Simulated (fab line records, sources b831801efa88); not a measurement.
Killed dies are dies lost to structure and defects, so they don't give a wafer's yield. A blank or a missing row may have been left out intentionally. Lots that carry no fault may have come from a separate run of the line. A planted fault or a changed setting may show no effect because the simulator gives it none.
Matching of chambers	flow sky130	4 sister chambers for SKY_METAL3_ETCH_17 on rie_diel-02
The step etches SiO2 in C4F8/O2/Ar, stops on TiN, time 3.9 s, target depth 15 nm. 8 wafers are shown with their chamber, then 10 later ones without.

WAFERS PAIRED WITH THEIR CHAMBERS
wafer	chamber	oes_product_au (a.u.)
L084.2	0	0.751
L084.3	3	0.762
L087.6	1	0.759
L088.1	3	0.754
L088.3	0	0.750
L088.5	2	0.756
L090.1	1	0.749
L090.4	2	0.749

WAFERS MISSING THEIR CHAMBER
wafer	oes_product_au (a.u.)
L090.6	0.757
L091.1	0.758
L091.2	0.757
L091.4	0.765
L097.2	0.755
L097.3	0.743
L097.6	0.758
L096.1	0.744
L096.2	0.736
L096.3	0.732

WHICH CHAMBER EACH WENT THROUGH
wafer	from the rows above	in truth
L090.6	can't be placed: 3 or 1 or 2 or 0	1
L091.1	can't be placed: 3 or 1 or 2 or 0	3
L091.2	can't be placed: 3 or 1 or 2 or 0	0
L091.4	can't be placed: 3 or 1 or 2 or 0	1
L097.2	can't be placed: 1 or 2 or 3 or 0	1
L097.3	can't be placed: 0 or 2 or 1 or 3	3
L097.6	can't be placed: 3 or 1 or 2 or 0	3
L096.1	can't be placed: 0 or 2 or 1 or 3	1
L096.2	can't be placed: 0 or 2 or 1 or 3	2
L096.3	can't be placed: 0 or 2 or 1 or 3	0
Correct placement for 0 of the 10. These rows do not allow placing 10 (true chamber among the candidates in 10). 0 placed wrongly.
How it was worked out, from the rows above alone: a wafer's distance from a chamber is the root of the sum, over the readings, of the square of ((its reading less the chamber's mean) divided by the reading's scatter). If the next closest chamber is less than 2 further off than the closest, the wafer can't be placed; otherwise it belongs to the closest. Each chamber's mean is taken over the wafers shown for it. How the scatter is found: for the shown wafers, subtract from each reading the mean of its chamber, square and add these, divide the total by (wafers less chambers), then take the root.
